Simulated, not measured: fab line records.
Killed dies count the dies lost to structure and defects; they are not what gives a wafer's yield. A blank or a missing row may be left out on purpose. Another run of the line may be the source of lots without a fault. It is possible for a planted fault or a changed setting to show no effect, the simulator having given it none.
A struck lot beside a sound one | flow sky130 | 43 out of 708 route steps
Sound: wafers L795.1, L795.2, L795.4. Struck: wafers L803.3, L803.6. (L803.5 of the same lot was not struck and is left out.) The cause comes at the end.
Order at every step that has rows: each side's tool, ch and its chambers, its first start. Under that, the readings that differ: sound wafers | struck wafers | difference of the means | sigmas: that difference in standard deviations of wafers without a fault.
alike: readings with means less than 2 such deviations apart, plus words and numbers identical on both sides. not compared: withheld readings, readings lacking a value on some wafer, bounds such as >300 that could conceal the same value, and numbers that have no deviation in the record and whose values overlap.
Wherever a step has rows on one side only, a row that says differs or no value, or a row with sigmas, the two part there. When numbers do not overlap yet have no deviation, they are printed without sigmas and do not part them. A reading missing from all wafers of one side parts the sides only when that side holds two or more wafers.

first, 2 steps without rows for these wafers: SKY_VIA3_CLEAN_18 (cleans in IPA, time 180 s); SKY_VIA3_CLEAN_19 (cleans in O3/DIW).
SKY_VIA3_SPUTTER_20: material TiN, target thk 20 nm, time 80 s.
  sound on pvd sputter-02 at day 39 05:30; struck on pvd sputter-01 at day 41 18:32
  alike: throttle valve pct
then, 1 step without rows for these wafers: SKY_VIA3_CVD_21 (deposits W, target thk 390 nm, time 117.31 s).
SKY_VIA3_RS_MEAS_22: uses a four-point probe to measure.
  sound on film metro-01 at day 39 05:41; struck on film metro-02 at day 41 18:46
  alike: VIA3_W_RS
SKY_VIA3_THK_MEAS_23: measures by xrf.
  sound on film metro-01 at day 39 05:49; struck on film metro-02 at day 41 18:52
  alike: VIA3_W_THK
then, 2 steps without rows for these wafers: SKY_VIA3_CMP_24 (polishes, stops on SiO2, t overpolish 20 s, target thk 0 nm); SKY_METAL4_SPUTTER_00 (material Ti, target thk 15 nm, time 10 s).
SKY_METAL4_SPUTTER_01: material TiN, target thk 20 nm, time 16.7 s.
  sound on pvd sputter-03 at day 39 06:11; struck on pvd sputter-03 at day 41 19:14
  alike: throttle valve pct
SKY_METAL4_SPUTTER_02: material AlCu, target thk 735 nm, time 39.1 s.
  sound on pvd sputter-03 at day 39 06:13; struck on pvd sputter-03 at day 41 19:15
  alike: throttle valve pct
then, 2 steps without rows for these wafers: SKY_METAL4_SPUTTER_03 (material Ti, target thk 5 nm, time 3.3 s); SKY_METAL4_SPUTTER_04 (material TiN, target thk 70 nm, time 58.3 s).
SKY_CAP2M_CVD_00: deposits SiO2, target thk 15.5 nm.
  sound on pecvd-01 ch 0,1, day 39 06:19; struck on pecvd-02 ch 1, day 41 19:22
  alike: heater power w, rf fwd power W
SKY_CAP2M_THK_MEAS_01:
  sound on film metro-03 at day 39 06:20; struck on film metro-03 at day 41 19:24
  alike: CAP2M_CVD_00_THK
then, 1 step without rows for these wafers: SKY_CAP2M_SPUTTER_02 (material TiN, target thk 200 nm, time 166.7 s).
SKY_CAP2M_RS_MEAS_03: uses a four-point probe to measure.
  sound on film metro-03 at day 39 06:31; struck on film metro-03 at day 41 19:35
  alike: CAP2M_TIN_RS
SKY_CAP2M_THK_MEAS_04: measures by xrf.
  sound on film metro-03 at day 39 06:38; struck on film metro-03 at day 41 19:41
  alike: CAP2M_TIN_THK
then, 7 steps without rows for these wafers: SKY_CAP2M_DEHYDRATE_05 (time 60 s); SKY_CAP2M_HMDS_06 (prime time 60 s); SKY_CAP2M_COAT_07 (resist thk 1140 nm); SKY_CAP2M_SOFTBAKE_08 (time 60 s); SKY_CAP2M_EXPOSE_09 (exposes mask CAP2M, target cd 1000 nm); SKY_CAP2M_PEB_10; SKY_CAP2M_DEVELOP_11 (develop time 60 s).
SKY_CAP2M_OVL_MEAS_12:
  sound on overlay-02 at day 40 06:34; struck on overlay-01 at day 42 19:07
  alike: CAP2M_OVL
SKY_CAP2M_METAL_ETCH_13: etches TiN in Cl2/BCl3, stops on SiO2, target depth 220 nm, time 62.9 s.
  sound on rie metal-01 ch 0,1, day 40 06:36; struck on rie metal-02 ch 0,1, day 42 19:10
  alike: drypump motor current A, oes product au, rf fwd power W, throttle valve pct
  not compared: rf hours counter h
then, 12 steps without rows for these wafers: SKY_CAP2M_STRIP_14 (strips in O2/N2); SKY_CAP2M_STRIP_15 (strips in post etch residue remover, time 1200 s); SKY_CAP2M_CLEAN_16 (cleans in IPA, time 180 s); SKY_CAP2M_CLEAN_17 (cleans in O3/DIW); SKY_METAL4_DEHYDRATE_05 (time 60 s); SKY_METAL4_HMDS_06 (prime time 60 s); SKY_METAL4_COAT_07 (resist thk 60 nm); SKY_METAL4_COAT_08 (resist thk 1140 nm); SKY_METAL4_SOFTBAKE_09 (time 90 s); SKY_METAL4_EXPOSE_10 (exposes mask MM4, target cd 300 nm); SKY_METAL4_PEB_11; SKY_METAL4_DEVELOP_12 (develop time 60 s).
SKY_METAL4_CD_MEAS_13 targets a cd of 300 nm.
  sound on cd sem-01 at day 41 06:58; struck on cd sem-01 at day 43 18:59
  alike: cd nm
SKY_METAL4_OVL_MEAS_14:
  sound on overlay-02 at day 41 07:05; struck on overlay-01 at day 43 19:04
  alike: METAL4_OVL
then, 1 step without rows for these wafers: SKY_METAL4_DESCUM_15 (chemistry O2, time 8 s).
SKY_METAL4_ETCH_16: etches BARC in N2/H2, stops on SiO2, time 88.2 s, target depth 60 nm.
  sound on rie metal-04 ch 0,1, day 41 07:10; struck on rie metal-03 ch 1, day 43 19:10
  alike: drypump motor current A, oes product au, rf fwd power W, throttle valve pct
  not compared: rf hours counter h
-- the record jumps here: 4 days lie between the struck wafers' starts before and after (it left off in module METAL4 and takes up again in module PAD_OPEN, whose first step shown is number 708 of the route) --
SKY_PAD_OPEN_PROBE_99:
  sound on prober-02 at day 45 06:23; struck on prober-01 at day 47 12:48
  reading                               | sound               | struck      | difference | sigmas
  defect limited yield (%)              | 82.3 81.3 82.5      | 70.7 68.7   | -12.3      | -6
  killed at front end                   | 12 15 14            | 24 22       | +9         | +2
  killed at other                       | 0 0 0               | 57 55       | +56        | +90
  killed dies                           | 87 92 86            | 144 154     | +61        | +7
  model.etest.tester.sort n pass        | 405 400 406         | 348 338     | -61        |
  model.etest.tester.sort yield pct (%) | 82.32 81.3 82.52    | 70.73 68.7  | -12.33     |
  model.etest.tester.sort_bin_5_pct (%) | 10.57 11.18 10.37   | 18.9 19.72  | +8.6       |
  model.etest.tester.sort_bin_3_pct (%) | 0.6098 0.813 0.2033 | 3.049 2.642 | +2.303     |
  alike: killed_at_M0_to_M3, killed_at_M4_up, killed at contacts, killed open, killed short

## WHERE THEY PART
Within this record, at SKY_PAD_OPEN_PROBE_99 only.

WHY: what had been put in by the simulator
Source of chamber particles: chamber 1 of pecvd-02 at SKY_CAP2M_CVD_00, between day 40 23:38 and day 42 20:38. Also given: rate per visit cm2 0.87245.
